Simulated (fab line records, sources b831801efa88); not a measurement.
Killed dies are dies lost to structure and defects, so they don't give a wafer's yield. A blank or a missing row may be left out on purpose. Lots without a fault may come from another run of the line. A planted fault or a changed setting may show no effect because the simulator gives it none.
A struck lot beside a sound one | flow gf180mcu | 23 steps out of a route of 602
Sound: wafers L696.4, L696.5, L696.6. Struck: wafers L699.3, L699.5, L699.6. The cause comes at the end.
At each step with rows: each side's tool, then ch and its chambers, then its first start. Under that, the readings that differ: sound wafers | struck wafers | difference of the means | sigmas: that difference in standard deviations of wafers without a fault.
alike: readings whose means differ by less than 2 such deviations, and words and numbers that are the same on both sides. not compared: withheld readings, readings that some wafer has no value for, bounds like >300 that may hide the same value, and numbers for which the record gives no deviation and whose values overlap.
The two part at a step that has a row with sigmas, a row that says differs or no value, or rows on one side only. Numbers that don't overlap but have no deviation are shown without sigmas and don't part them. A reading that every wafer of one side lacks parts them only if that side has two wafers or more.

first, 8 steps without rows for these wafers: GF_DNWELL_DEHYDRATE_00 (time 60 s); GF_DNWELL_HMDS_01 (prime time 60 s); GF_DNWELL_COAT_02 (resist thk 3000 nm); GF_DNWELL_SOFTBAKE_03; GF_DNWELL_EXPOSE_04 (exposes mask DNWELL, target cd 1700 nm); GF_DNWELL_PEB_05; GF_DNWELL_DEVELOP_06 (develop time 60 s); GF_DNWELL_IMPLANT_07.
GF_DNWELL_STRIP_08: strips in O2/N2.
  sound on plasma_asher-04 ch 0,1, day 4 08:02; struck on plasma_asher-01 ch 0,1, day 5 01:14
  alike: drypump_motor_current_A, heater_power_w, oes_product_au, strip_time_to_endpoint_s
  not compared: rf_hours_counter_h
GF_DNWELL_TW_MEAS_09:
  sound on film_metro-04, day 4 08:08; struck on film_metro-01, day 5 01:20
  reading   | sound          | struck         | difference | sigmas
  DNWELL_TW | 1343 1343 1333 | 1361 1360 1360 | +21        | +3
then, 2 steps without rows for these wafers: GF_NWELL_DEHYDRATE_00 (time 60 s); GF_NWELL_HMDS_01 (prime time 60 s).
GF_NWELL_COAT_02: resist thk 3000 nm.
  sound on litho_track-02 ch 0, day 4 15:28; struck on litho_track-02 ch 0, day 5 08:20
  reading                                 | sound                | struck               | difference | sigmas
  spin_speed_rpm (rpm)                    | 1999.8 2001.3 2001.1 | 2114.3 2114.0 2116.4 | +114.2     | +88
  model.coat_of_NWELL_COAT_02.thk_nm (nm) | 3004 2993 2996       | 2928 2925 2937       | -68        |
then, 3 steps without rows for these wafers: GF_NWELL_SOFTBAKE_03; GF_NWELL_EXPOSE_04 (exposes mask Nwell, target cd 860 nm); GF_NWELL_PEB_05.
GF_NWELL_DEVELOP_06: develop time 60 s.
  sound on litho_track-02 ch 0; struck on litho_track-02 ch 0
  reading                                 | sound          | struck         | difference | sigmas
  model.coat_of_NWELL_COAT_02.thk_nm (nm) | 3003 2992 2995 | 2927 2924 2935 | -68        |
GF_NWELL_OVL_MEAS_07:
  sound on overlay-02, day 4 22:46; struck on overlay-02, day 5 15:18
  alike: NWELL_OVL
then, 2 steps without rows for these wafers: GF_NWELL_IMPLANT_08; GF_NWELL_IMPLANT_09.
GF_NWELL_STRIP_10: strips in O2/N2.
  sound on plasma_asher-01 ch 0,1, day 4 23:07; struck on plasma_asher-02 ch 0,1, day 5 15:40
  reading                      | sound             | struck            | difference | sigmas
  strip_time_to_endpoint_s (s) | 37.00 36.87 36.91 | 36.14 36.10 36.23 | -0.77      | -8
  alike: drypump_motor_current_A, heater_power_w, oes_product_au
  not compared: rf_hours_counter_h
GF_NWELL_TW_MEAS_11:
  sound on film_metro-03, day 4 23:13; struck on film_metro-02, day 5 15:45
  alike: NWELL_TW
GF_PASSIVATION_PROBE_99:
  the record has rows for the sound wafers here (prober-01, day 31 04:22) and none for the struck ones

WHERE THEY PART
First at GF_DNWELL_TW_MEAS_09; last, within this record, at GF_PASSIVATION_PROBE_99.

WHY: what the simulator had put in
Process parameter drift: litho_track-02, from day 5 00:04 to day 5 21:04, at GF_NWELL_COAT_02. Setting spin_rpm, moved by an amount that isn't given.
